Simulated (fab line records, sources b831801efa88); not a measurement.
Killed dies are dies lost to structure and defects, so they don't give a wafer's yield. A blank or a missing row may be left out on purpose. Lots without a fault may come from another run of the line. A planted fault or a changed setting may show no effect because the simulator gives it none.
Chamber matching | flow sky130 | SKY_POLY_CUT_ETCH_10 on rie_diel-03: 4 sister chambers
The step etches BARC in N2/H2, stops on SiO2, time 45.9 s, target depth 60 nm. 4 wafers are shown with their chamber, then 7 later ones without.

WAFERS WITH THEIR CHAMBER
wafer  | chamber | throttle_valve_pct (%)
L305.2 | 2       | 13.216
L309.3 | 3       | 13.223
L310.2 | 0       | 13.234
L310.3 | 1       | 13.217

WAFERS WITHOUT THEIR CHAMBER
wafer  | throttle_valve_pct (%)
L310.4 | 13.215
L311.1 | 13.223
L311.4 | 13.239
L311.6 | 13.228
L312.1 | 13.223
L312.4 | 13.236
L312.6 | 13.246

WHICH CHAMBER EACH WENT THROUGH
wafer  | from the rows above               | in truth
L310.4 | can't be placed: 2 or 1 or 3      | 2
L311.1 | can't be placed: 3 or 1 or 2      | 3
L311.4 | 0                                 | 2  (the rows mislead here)
L311.6 | can't be placed: 3 or 0 or 1 or 2 | 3
L312.1 | can't be placed: 3 or 1 or 2      | 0
L312.4 | 0                                 | 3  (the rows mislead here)
L312.6 | 0                                 | 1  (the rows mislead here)
Placed correctly: 0 of 7. Can't be placed from these rows: 4 (the true chamber is among the candidates in 3). Placed wrongly: 3.
How it was worked out, from the rows above alone: a wafer's distance from a chamber is the root of the sum, over the readings, of the square of ((its reading less the chamber's mean) divided by the reading's scatter). The wafer belongs to the nearest chamber; if the next one is less than 2 further off, it can't be placed. A chamber's mean is the mean of its shown wafers. The scatter: with one shown wafer a chamber, the root of the mean of the squares of how far each hidden wafer lies from its nearest shown one.
